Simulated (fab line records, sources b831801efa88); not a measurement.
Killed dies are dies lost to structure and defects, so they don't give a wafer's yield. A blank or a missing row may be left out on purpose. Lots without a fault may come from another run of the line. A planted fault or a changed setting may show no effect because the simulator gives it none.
Which tool did it? | flow sky130 | 11 lots, 33 wafers sampled, at 2 steps of a route of 708

WHAT THE GAUGES READ, wafer by wafer
SKY_CONTACT_BOW_MEAS_05.
lot  | measured     | on            | CONTACT_BOW (um)
L691 | day 31 16:46 | film_metro-04 | 91 80 75
L693 | day 32 18:43 | film_metro-04 | 78 83 80
L692 | day 32 19:56 | film_metro-03 | 82 72 75
L695 | day 32 22:04 | film_metro-04 | 81 86 86
L694 | day 33 09:56 | film_metro-01 | 81 89 88
L696 | day 33 19:55 | film_metro-04 | 88 78 92
L697 | day 33 22:53 | film_metro-03 | 90 79 75
L699 | day 34 06:23 | film_metro-01 | 85 82 76
L707 | day 36 10:42 | film_metro-01 | 84 96 86
L710 | day 36 23:17 | film_metro-04 | 80 80 81
L713 | day 37 18:55 | film_metro-04 | 82 99 87

WHICH TOOL RAN EACH LOT (tool, then ch and the chambers of the sampled wafers, then the start)
lot  | SKY_LOCAL_INTERCONNECT_STRIP_15
L691 | plasma_asher-01 ch 0,1, day 31 15:31
L693 | plasma_asher-04 ch 0,1, day 32 17:34
L692 | plasma_asher-04 ch 0, day 32 18:49
L695 | plasma_asher-01 ch 0, day 32 20:48
L694 | plasma_asher-03 ch 0,1, day 33 08:49
L696 | plasma_asher-01 ch 0,1, day 33 18:43
L697 | plasma_asher-04 ch 0,1, day 33 21:37
L699 | plasma_asher-01 ch 0,1, day 34 05:12
L707 | plasma_asher-03 ch 0,1, day 36 09:22
L710 | plasma_asher-01 ch 0, day 36 22:08
L713 | plasma_asher-01 ch 0,1, day 37 17:40
- SKY_LOCAL_INTERCONNECT_STRIP_15: strips in O2/N2.

THE ANSWER, worked out from the rows above alone
Rule: what is usual is taken from the lots themselves. Put in order of their means at a reading, lots are off if they are a third of the lots or fewer, leave a main group of 4 or more, and stand apart from it by a gap of 3 or more times the standard deviation of the main group's means; of several such gaps the widest counts. A main group whose means are all the same, to the digits that the tables above print for the reading, isn't used. A lot without any number at a reading at which 4 lots or more have one is off too. The other lots that the step has rows for count as sound.
No lot is off at any reading shown: from this, nothing can be told.

WHAT THE SIMULATOR HAD PUT IN
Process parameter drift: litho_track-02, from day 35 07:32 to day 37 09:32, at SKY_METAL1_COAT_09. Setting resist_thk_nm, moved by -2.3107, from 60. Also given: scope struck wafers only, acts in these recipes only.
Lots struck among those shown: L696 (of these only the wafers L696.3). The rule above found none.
